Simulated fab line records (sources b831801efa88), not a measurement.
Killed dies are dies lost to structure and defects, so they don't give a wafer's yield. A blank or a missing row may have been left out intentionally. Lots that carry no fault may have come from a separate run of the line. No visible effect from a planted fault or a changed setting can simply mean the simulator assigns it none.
Problem report in the 8D (eight disciplines) form, filled by code	flow gf180mcu	the parts of the form that need people (team, actions taken, sign-off) are left out

## 1. PROBLEM STATEMENT
heaterPowerTotalW at GF_V2_SOFTBAKE_10 reads a mean of 96.36 W on 3 wafers of 2 lots; wafers without a fault read 93.06 W with a standard deviation of 0.059. That is +56 standard deviations from the usual mean.
The step: time 60 s.
Earliest sighting: wafer L653.1 on lithoTrack-02 at day 21 09:00. Wafers with a number at this step in the record: 35, from 12 lots. The rule behind "out" and "out of limits": a value lying over 4 standard deviations away from the usual mean. Any other wafer with a number is counted as sound.

## 2. WHAT THIS IS AND IS NOT
question	is	is not
which readings at this step	heaterPowerTotalW, runLengthS	resistLineTempC
which lots	L653, L658	L651, L652, L663, L664, L665, L666, L667, L668, L670, L672
which wafers of those lots	L653.1, L653.4, L658.4	L653.6, L658.5
read on which tools	lithoTrack-02	lithoTrack-01, lithoTrack-03
when	from day 21 09:00	up to then (7 sound wafers); but 25 sound wafers of L658, L663, L664, L665, L666, L667, L668, L670, L672 came after

## 3. THE SUSPECTS, EACH WITH WHAT RULES IT OUT
Counting: any tool at a process step up to the reading remains a suspect provided it ran every lot that is out. Sound lots after the first of them don't rule it out here, since some wafers of a struck lot are sound.
- plasmaAsher-04 at GF_M2_STRIP_17 (strips in O2/N2): kept. It ran every lot that is out, first L653 (day 20 20:29).
- cmp-01 at GF_V2_CMP_04 (polishes SiO2): kept. Ran every lot that is out, first one L653 (day 20 21:17); last sound lot up to then L652 (day 20 17:39).
- lithoTrack-02 at GF_V2_SOFTBAKE_10 (time 60 s): kept. Ran every lot that is out, first one L653 (day 21 09:00); last sound lot up to then L652 (day 21 05:00). On those wafers its own readings are out: heaterPowerTotalW, runLengthS.
The count leaves plasmaAsher-04 at GF_M2_STRIP_17, cmp-01 at GF_V2_CMP_04, and lithoTrack-02 at GF_V2_SOFTBAKE_10.

## 4. THE CAUSE (what the simulator had put in)
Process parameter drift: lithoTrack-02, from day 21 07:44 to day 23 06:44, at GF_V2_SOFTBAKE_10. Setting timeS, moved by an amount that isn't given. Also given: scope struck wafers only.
3 suspects survive the count, and this tool is in that group.

## 5. SEQUENCE OF EFFECTS, ordered by route
Rows list readings where the struck wafers' mean (over those with a number) sits beyond 3 standard deviations from the usual. Scope: only readings with a usual standard deviation given in the record; hours: median across lots of the time from each lot's start at the first step in this table that gives one to its start at this step; sigmas: change in usual standard deviations.
hours	step	reading	usual	on struck wafers	change	sigmas
0	GF_V2_SOFTBAKE_10	heaterPowerTotalW	93.06 W	96.36	+3.30	+56
0	GF_V2_SOFTBAKE_10	runLengthS	89.10 s	83.00	-6.10	-28
The process steps in it:
- GF_V2_SOFTBAKE_10: time 60 s.

## 6. HOW IT WOULD HAVE BEEN CAUGHT EARLIER
In this record the first reading out of limits was taken at day 21 09:00, 1 hour after the fault began at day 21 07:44.
